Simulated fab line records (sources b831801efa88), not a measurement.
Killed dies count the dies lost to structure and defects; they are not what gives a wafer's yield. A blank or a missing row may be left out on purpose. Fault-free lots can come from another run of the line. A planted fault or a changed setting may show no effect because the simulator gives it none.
The tool behind it: which one? ; flow gf180mcu ; 33 wafers from 11 lots sampled at 6 of the route's 602 steps

## WHAT EACH GAUGE READ, for each wafer
GF_M5_OVL_MEAS_08.
lot;measured;on;M5_OVL (nm)
L619;day 26 05:59;overlay-01;1 1 -10
L623;day 27 21:18;overlay-01;5 4 5
L626;day 28 17:11;overlay-01;0 6 -7
L628;day 29 12:25;overlay-01;-7 0 -4
L629;day 29 21:28;overlay-01;5 -1 4
L632;day 30 10:20;overlay-01;7 10 9
L633;day 30 11:34;overlay-01;0 -5 -4
L635;day 31 03:13;overlay-01;-5 -3 -4
L637;day 31 17:00;overlay-01;7 8 7
L641;day 32 12:49;overlay-01;3 4 6
L642;day 32 23:10;overlay-02;3 6 2

GF_V5_OVL_MEAS_15.
lot;measured;on;V5_OVL (nm)
L619;day 27 03:58;overlay-01;-1 -7 5
L623;day 28 17:58;overlay-01;-5 -1 -5
L626;day 29 13:35;overlay-01;-2 0 0
L628;day 30 08:02;overlay-02;7 8 -1
L629;day 30 16:57;overlay-01;11 14 8
L632;day 31 06:06;overlay-01;2 3 1
L633;day 31 06:49;overlay-02;9 0 6
L635;day 31 21:34;overlay-01;6 1 9
L637;day 32 11:37;overlay-02;2 -2 5
L641;day 33 06:01;overlay-02;-11 -13 -6
L642;day 33 15:47;overlay-01;-2 7 5

GF_V5_RS_MEAS_24: measures by four-point-probe.
lot;measured;on;V5_W_RS (ohm/sq)
L619;day 27 04:56;film metro-03;0.336 0.330 0.326
L623;day 28 18:58;film metro-03;0.324 0.327 0.336
L626;day 29 14:34;film metro-03;0.329 0.333 0.326
L628;day 30 09:00;film metro-04;0.325 0.333 0.330
L629;day 30 17:54;film metro-04;0.330 0.328 0.325
L632;day 31 07:05;film metro-01;0.466 0.323 0.459 0.465 0.323 0.458
L633;day 31 07:47;film metro-04;0.463 0.317 0.462 0.463 0.317 0.464
L635;day 31 22:31;film metro-04;0.319 0.455 0.320 0.319 0.456 0.320
L637;day 32 12:37;film metro-03;0.329 0.325 0.325
L641;day 33 07:23;film metro-04;0.330 0.331 0.331
L642;day 33 16:46;film metro-04;0.331 0.331 0.329

GF_V5_THK_MEAS_25: measures by xrf.
lot;measured;on;V5_W_THK (nm)
L619;day 27 05:03;film metro-03;330 333 337
L623;day 28 19:04;film metro-03;345 343 334
L626;day 29 14:41;film metro-03;336 334 340
L628;day 30 09:07;film metro-04;344 333 339
L629;day 30 18:01;film metro-04;338 338 341
L632;day 31 09:22;film metro-01;239 341 241 237 340 243
L633;day 31 12:04;film metro-04;244 353 244 244 354 244
L635;day 32 05:40;film metro-04;347 246 345 348 246 347
L637;day 32 12:43;film metro-03;341 344 347
L641;day 33 07:29;film metro-04;341 341 342
L642;day 33 16:53;film metro-04;343 344 344

## WHAT TOOL EACH LOT RAN ON (gives the tool, then ch and the chambers of the sampled wafers, and finally the start)
lot;GF_MIM_SPUTTER_07;GF_V5_CVD_23
L619;pvd sputter-02, day 24 10:42;cvd w-02 ch 0,1, day 27 04:49
L623;pvd sputter-04, day 26 04:31;cvd w-01 ch 0,1, day 28 18:50
L626;pvd sputter-03, day 27 01:22;cvd w-02 ch 0,1, day 29 14:26
L628;pvd sputter-03, day 27 21:00;cvd w-01 ch 0,1, day 30 08:53
L629;pvd sputter-03, day 28 06:15;cvd w-02 ch 0,1, day 30 17:46
L632;pvd sputter-04, day 28 21:17;cvd w-01 ch 0,1, day 31 06:57
L633;pvd sputter-04, day 28 21:38;cvd w-01 ch 0,1, day 31 07:40
L635;pvd sputter-02, day 29 14:11;cvd w-01 ch 0,1, day 31 22:23
L637;pvd sputter-04, day 30 03:51;cvd w-02 ch 0,1, day 32 12:29
L641;pvd sputter-02, day 31 01:59;cvd w-02 ch 0,1, day 33 07:16
L642;pvd sputter-03, day 31 12:29;cvd w-02 ch 0,1, day 33 16:39
- GF_MIM_SPUTTER_07: material TiN, target thk 60 nm, time 50 s.
- GF_V5_CVD_23: deposits W, target thk 350 nm, time 104.9 s.

## WHAT THE TOOLS THEMSELVES READ (means of the sampled wafers that have a number; where no wafer has one, the mark that the record gives instead)
GF_MIM_SPUTTER_07.
lot;tool;throttle valve pct (%)
L619;pvd sputter-02;29.6
L623;pvd sputter-04;30.8
L626;pvd sputter-03;29.7
L628;pvd sputter-03;29.9
L629;pvd sputter-03;29.7
L632;pvd sputter-04;31.0
L633;pvd sputter-04;30.9
L635;pvd sputter-02;29.9
L637;pvd sputter-04;31.7
L641;pvd sputter-02;29.9
L642;pvd sputter-03;29.7

GF_V5_CVD_23.
lot;tool;chamber pressure Torr (Torr);heater power w (W)
L619;cvd w-02;39.84;1064
L623;cvd w-01;40.06;904
L626;cvd w-02;40.03;1003
L628;cvd w-01;39.88;931
L629;cvd w-02;40.04;1012
L632;cvd w-01;27.29;923
L633;cvd w-01;27.37;934
L635;cvd w-01;33.62;891
L637;cvd w-02;40.00;1016
L641;cvd w-02;40.07;1082
L642;cvd w-02;40.05;1009

## THE ANSWER, worked out from the rows above alone
Rule: the usual values come from the lots themselves. The widest of any qualifying gaps counts: lots, ordered by their means at a reading, are off when they make up no more than a third of the lots, leave a main group of 4 or more, and stand apart from it by 3 or more times the standard deviation of that group's means. If all means in a main group match to the digits the tables above print for the reading, that group is not used. A lot without any number at a reading at which 4 lots or more have one is off too. All remaining lots with rows at the step are treated as sound. After the gauges, taken in route order, come the tools' own readings; for these a lot's mean is taken, as printed above. At the first step where some lot is off, the reading lying furthest off is the one used; lots without a number count as furthest.
Off: at GF_V5_RS_MEAS_24 (V5_W_RS), L632, L633, L635. For the main group the mean is 0.329 ohm/sq and the standard deviation 0.0014.
A tool fits if, at a process step before that reading, it ran every lot that is off, and no sound lot after the first of them. The gauges at GF_V5_RS_MEAS_24 aren't tried: what is off there is off at GF_V5_CVD_23 too, on other tools, and a gauge's error can't cause that. One candidate fits, namely cvd w-01 at GF_V5_CVD_23. A fault onset in the window from L628 (day 30 08:53, its last sound lot) to L632 (day 31 06:57, its first lot off) fits.
On the lots that are off, the tool's own readings at GF_V5_CVD_23 differ by more than 5 times the standard deviation of the sound lots' means, which bears it out; chamber pressure Torr reads 29.43 Torr there versus 40.00 Torr on the sound lots.

## WHAT THE SIMULATOR PUT IN
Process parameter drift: cvd w-01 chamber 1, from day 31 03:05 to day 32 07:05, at GF_V5_CVD_23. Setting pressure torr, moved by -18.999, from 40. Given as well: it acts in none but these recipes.
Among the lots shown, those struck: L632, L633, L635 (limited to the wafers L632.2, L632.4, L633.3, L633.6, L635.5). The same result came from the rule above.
